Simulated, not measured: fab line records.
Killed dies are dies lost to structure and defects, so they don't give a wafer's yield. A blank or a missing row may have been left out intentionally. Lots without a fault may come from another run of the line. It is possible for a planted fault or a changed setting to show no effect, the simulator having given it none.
What tool caused it? / flow gf180mcu / 36 wafers from 12 lots sampled at 4 of the route's 602 steps

## WHAT THE GAUGES SHOWED, per wafer
GF_M2_CD_MEAS_14: target cd 280 nm. Usual: cd-nm 280.1 nm, standard deviation 1.3.
lot=L510; measured=day 19 04:13; on=cd-sem-01; cd-nm (nm)=278.6 279.8 278.5; flag=
lot=L511; measured=day 20 02:46; on=cd-sem-01; cd-nm (nm)=281.4 281.7 280.7; flag=
lot=L512; measured=day 20 10:35; on=cd-sem-02; cd-nm (nm)=278.6 279.7 279.2; flag=
lot=L517; measured=day 22 05:56; on=cd-sem-01; cd-nm (nm)=279.8 278.7 280.7; flag=
lot=L522; measured=day 23 21:02; on=cd-sem-02; cd-nm (nm)=280.7 280.5 280.5; flag=
lot=L523; measured=day 24 08:41; on=cd-sem-02; cd-nm (nm)=282.3 282.7 282.5; flag=
lot=L524; measured=day 24 14:54; on=cd-sem-01; cd-nm (nm)=277.4 278.7 277.5; flag=
lot=L525; measured=day 24 21:31; on=cd-sem-01; cd-nm (nm)=280.4 280.5 280.6; flag=
lot=L527; measured=day 25 12:52; on=cd-sem-01; cd-nm (nm)=280.2 281.2 281.1; flag=
lot=L529; measured=day 26 03:50; on=cd-sem-02; cd-nm (nm)=279.8 280.4 279.7; flag=
lot=L531; measured=day 26 20:56; on=cd-sem-01; cd-nm (nm)=280.2 279.5 280.7; flag=
lot=L532; measured=day 27 00:50; on=cd-sem-01; cd-nm (nm)=279.8 280.4 280.3; flag=

GF_V2_CD_MEAS_14: target cd 260 nm. Usual: cd-nm 259.8 nm, standard deviation 1.4.
lot=L510; measured=day 20 06:16; on=cd-sem-01; cd-nm (nm)=260.0 260.6 261.5; flag=
lot=L511; measured=day 21 04:40; on=cd-sem-01; cd-nm (nm)=260.6 260.9 261.1; flag=
lot=L512; measured=day 21 12:18; on=cd-sem-01; cd-nm (nm)=263.8 263.3 264.0; flag=
lot=L517; measured=day 23 07:10; on=cd-sem-02; cd-nm (nm)=259.7 260.1 261.2; flag=
lot=L522; measured=day 24 20:45; on=cd-sem-02; cd-nm (nm)=260.4 261.3 260.4; flag=
lot=L523; measured=day 25 08:11; on=cd-sem-01; cd-nm (nm)=257.8 259.4 259.4; flag=
lot=L524; measured=day 25 14:38; on=cd-sem-02; cd-nm (nm)=259.0 258.0 258.0; flag=
lot=L525; measured=day 25 20:22; on=cd-sem-01; cd-nm (nm)=262.1 261.8 261.4; flag=
lot=L527; measured=day 26 11:14; on=cd-sem-02; cd-nm (nm)=258.2 257.2 259.7; flag=
lot=L529; measured=day 27 02:05; on=cd-sem-02; cd-nm (nm)=259.0 259.1 259.5; flag=
lot=L531; measured=day 27 19:03; on=cd-sem-02; cd-nm (nm)=259.0 259.8 259.3; flag=
lot=L532; measured=day 27 22:27; on=cd-sem-02; cd-nm (nm)=257.9 258.1 258.6; flag=

## WHAT TOOL EACH LOT RAN ON (gives the tool, then ch and the chambers of the sampled wafers, and finally the start)
lot=L510; GF_M2_STRIP_17=plasma-asher-04 ch 0,1, day 19 04:30; GF_V2_PEB_12=litho-track-01 ch 0, day 20 05:57
lot=L511; GF_M2_STRIP_17=plasma-asher-02 ch 0,1, day 20 03:11; GF_V2_PEB_12=litho-track-01 ch 0, day 21 04:21
lot=L512; GF_M2_STRIP_17=plasma-asher-02 ch 0,1, day 20 10:59; GF_V2_PEB_12=litho-track-01 ch 0, day 21 11:58
lot=L517; GF_M2_STRIP_17=plasma-asher-01 ch 0,1, day 22 06:13; GF_V2_PEB_12=litho-track-03 ch 0, day 23 06:48
lot=L522; GF_M2_STRIP_17=plasma-asher-04 ch 0,1, day 23 21:18; GF_V2_PEB_12=litho-track-01 ch 0, day 24 20:25
lot=L523; GF_M2_STRIP_17=plasma-asher-04 ch 0,1, day 24 08:57; GF_V2_PEB_12=litho-track-04 ch 0, day 25 07:51
lot=L524; GF_M2_STRIP_17=plasma-asher-04 ch 0, day 24 15:10; GF_V2_PEB_12=litho-track-04 ch 0, day 25 14:18
lot=L525; GF_M2_STRIP_17=plasma-asher-04 ch 0,1, day 24 21:48; GF_V2_PEB_12=litho-track-03 ch 0, day 25 20:01
lot=L527; GF_M2_STRIP_17=plasma-asher-04 ch 0,1, day 25 13:09; GF_V2_PEB_12=litho-track-01 ch 0, day 26 10:50
lot=L529; GF_M2_STRIP_17=plasma-asher-04 ch 0,1, day 26 04:07; GF_V2_PEB_12=litho-track-01 ch 0, day 27 01:44
lot=L531; GF_M2_STRIP_17=plasma-asher-01 ch 0,1, day 26 21:12; GF_V2_PEB_12=litho-track-01 ch 0, day 27 18:43
lot=L532; GF_M2_STRIP_17=plasma-asher-02 ch 0,1, day 27 01:06; GF_V2_PEB_12=litho-track-01 ch 0, day 27 22:07
- GF_M2_STRIP_17: strips in O2/N2.
- GF_V2_PEB_12: peb time 90 s.

## AS READ BY THE TOOLS THEMSELVES (means over the sampled wafers that have a number; for cases with no such wafer, the mark the record gives instead)
GF_M2_STRIP_17. Usual: drypump-motor-current-A 5.8 A, standard deviation 0.4; heater-power-w 312 W, standard deviation 30; oes-product-au 0.538 a.u., standard deviation 0.0047; strip-time-to-endpoint-s 7.40 s, standard deviation 0.051.
lot=L510; tool=plasma-asher-04; drypump-motor-current-A (A)=5.5; heater-power-w (W)=303; oes-product-au (a.u.)=0.537; strip-time-to-endpoint-s (s)=7.37; flag=
lot=L511; tool=plasma-asher-02; drypump-motor-current-A (A)=6.5; heater-power-w (W)=307; oes-product-au (a.u.)=0.540; strip-time-to-endpoint-s (s)=7.41; flag=
lot=L512; tool=plasma-asher-02; drypump-motor-current-A (A)=6.4; heater-power-w (W)=329; oes-product-au (a.u.)=0.540; strip-time-to-endpoint-s (s)=7.48; flag=
lot=L517; tool=plasma-asher-01; drypump-motor-current-A (A)=5.6; heater-power-w (W)=312; oes-product-au (a.u.)=0.535; strip-time-to-endpoint-s (s)=7.44; flag=
lot=L522; tool=plasma-asher-04; drypump-motor-current-A (A)=5.5; heater-power-w (W)=309; oes-product-au (a.u.)=0.534; strip-time-to-endpoint-s (s)=7.37; flag=
lot=L523; tool=plasma-asher-04; drypump-motor-current-A (A)=5.6; heater-power-w (W)=297; oes-product-au (a.u.)=0.539; strip-time-to-endpoint-s (s)=7.41; flag=
lot=L524; tool=plasma-asher-04; drypump-motor-current-A (A)=5.4; heater-power-w (W)=317; oes-product-au (a.u.)=0.538; strip-time-to-endpoint-s (s)=7.37; flag=
lot=L525; tool=plasma-asher-04; drypump-motor-current-A (A)=5.5; heater-power-w (W)=309; oes-product-au (a.u.)=0.536; strip-time-to-endpoint-s (s)=7.42; flag=
lot=L527; tool=plasma-asher-04; drypump-motor-current-A (A)=5.5; heater-power-w (W)=306; oes-product-au (a.u.)=0.537; strip-time-to-endpoint-s (s)=7.39; flag=
lot=L529; tool=plasma-asher-04; drypump-motor-current-A (A)=5.6; heater-power-w (W)=299; oes-product-au (a.u.)=0.540; strip-time-to-endpoint-s (s)=7.39; flag=
lot=L531; tool=plasma-asher-01; drypump-motor-current-A (A)=5.6; heater-power-w (W)=310; oes-product-au (a.u.)=0.540; strip-time-to-endpoint-s (s)=7.46; flag=
lot=L532; tool=plasma-asher-02; drypump-motor-current-A (A)=6.4; heater-power-w (W)=331; oes-product-au (a.u.)=0.539; strip-time-to-endpoint-s (s)=7.44; flag=

GF_V2_PEB_12. Usual: plate-temp-C 135.03 C, standard deviation 0.14.
lot=L510; tool=litho-track-01; plate-temp-C (C)=135.18; flag=
lot=L511; tool=litho-track-01; plate-temp-C (C)=135.10; flag=
lot=L512; tool=litho-track-01; plate-temp-C (C)=135.09; flag=
lot=L517; tool=litho-track-03; plate-temp-C (C)=134.91; flag=
lot=L522; tool=litho-track-01; plate-temp-C (C)=135.16; flag=
lot=L523; tool=litho-track-04; plate-temp-C (C)=135.10; flag=
lot=L524; tool=litho-track-04; plate-temp-C (C)=135.11; flag=
lot=L525; tool=litho-track-03; plate-temp-C (C)=134.90; flag=
lot=L527; tool=litho-track-01; plate-temp-C (C)=134.95; flag=
lot=L529; tool=litho-track-01; plate-temp-C (C)=134.97; flag=
lot=L531; tool=litho-track-01; plate-temp-C (C)=135.01; flag=
lot=L532; tool=litho-track-01; plate-temp-C (C)=135.15; flag=

## THE ANSWER, worked out from the rows above alone
Rule: a lot is off if the mean of its wafers that have a number lies more than 3 standard deviations from the usual mean. Also off: a lot with no number at a reading for which 4 or more lots have one. Where the step has rows for the other lots, those lots are counted as sound. Order of review: gauges by route order, followed by the tools' own readings, for which a lot's mean as printed above is used. At the first step where some lot is off, the reading lying furthest off is the one used; lots without a number count as furthest.
No lot is off at any reading shown: from this, nothing can be told.

## WHAT WAS PUT IN BY THE SIMULATOR
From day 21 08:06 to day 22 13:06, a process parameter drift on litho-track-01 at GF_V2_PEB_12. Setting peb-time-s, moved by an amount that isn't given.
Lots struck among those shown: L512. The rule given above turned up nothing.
